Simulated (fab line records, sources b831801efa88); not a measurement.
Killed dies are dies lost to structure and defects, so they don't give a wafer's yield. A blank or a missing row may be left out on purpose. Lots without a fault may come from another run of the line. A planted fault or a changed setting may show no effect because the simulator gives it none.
One fault seen from 2 desks | flow sky130 | each desk has only its own numbers; what lay behind them comes last

THE TOOL OWNER'S DESK: rie_si-01
The tool's own readings at SKY_FIELD_ISO_ETCH_17 (etches Si in HBr/Cl2/O2, target depth 342 nm, time 97.7 s): means of the sampled wafers that have a number, for each lot that ran on this tool. A lot is out of limits, marked OUT, if its mean lies more than 4 standard deviations from the usual mean; the brackets give that distance.
Columns: A = drypump_motor_current_A at SKY_FIELD_ISO_ETCH_17, usual 5.55 A; B = oes_product_au at SKY_FIELD_ISO_ETCH_17, usual 1.002 a.u.; C = throttle_valve_pct at SKY_FIELD_ISO_ETCH_17, usual 25.655 %
lot  | first seen here | A    | B               | C
L726 | day 3 20:07     | 5.24 | 1.013           | 25.650
L735 | day 5 20:10     | 5.34 | 0.817 (-20) OUT | 25.772 (+12) OUT
L736 | day 6 00:49     | 5.30 | 0.814 (-20) OUT | 25.787 (+13) OUT
This desk's finding: out of limits on L735, L736; first on L735, day 5 20:10 (oes_product_au at SKY_FIELD_ISO_ETCH_17). In limits: L726.

THE METROLOGY DESK
What the gauges read, lot by lot, whatever tool the lot ran on: means of the sampled wafers that have a number. A lot is out of limits, marked OUT, if its mean lies more than 4 standard deviations from the usual mean; the brackets give that distance.
Columns: A = cd_nm at SKY_FIELD_ISO_CD_MEAS_13, usual 150.3 nm; B = FIELD_ISO_OXIDATION_01_THK at SKY_FIELD_ISO_THK_MEAS_23, usual 9.98 nm; C = FIELD_ISO_CVD_24_THK at SKY_FIELD_ISO_THK_MEAS_25, usual 599 nm
lot  | first seen here | A     | B     | C
L720 | day 2 10:23     | 151.5 | 9.66  | 601
L726 | day 3 19:49     | 151.0 | 9.91  | 605
L728 | day 4 06:40     | 151.8 | 9.98  | 601
L732 | day 5 03:39     | 149.1 | 10.17 | 605
L735 | day 5 19:51     | 150.3 | 10.22 | 601
L736 | day 6 00:30     | 150.0 | 9.78  | 599
This desk's finding: nothing out of limits on any of the 6 lots.

PUT TOGETHER
The tool owner's desk could have raised an alarm at day 5 20:10, on L735, L736.
The metrology desk saw nothing out of limits.
The metrology desk has L735, L736 on record, within its limits.
Of the lots named, all ran SKY_FIELD_ISO_ETCH_17 on rie_si-01.

WHAT THE SIMULATOR HAD PUT IN
Process parameter drift: rie_si-01, from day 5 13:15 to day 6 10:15, at SKY_FIELD_ISO_ETCH_17. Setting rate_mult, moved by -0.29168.
Lots struck among those shown: L735, L736.
Hours from the fault's start to each desk's first reading out of limits: the tool owner's desk, 7.
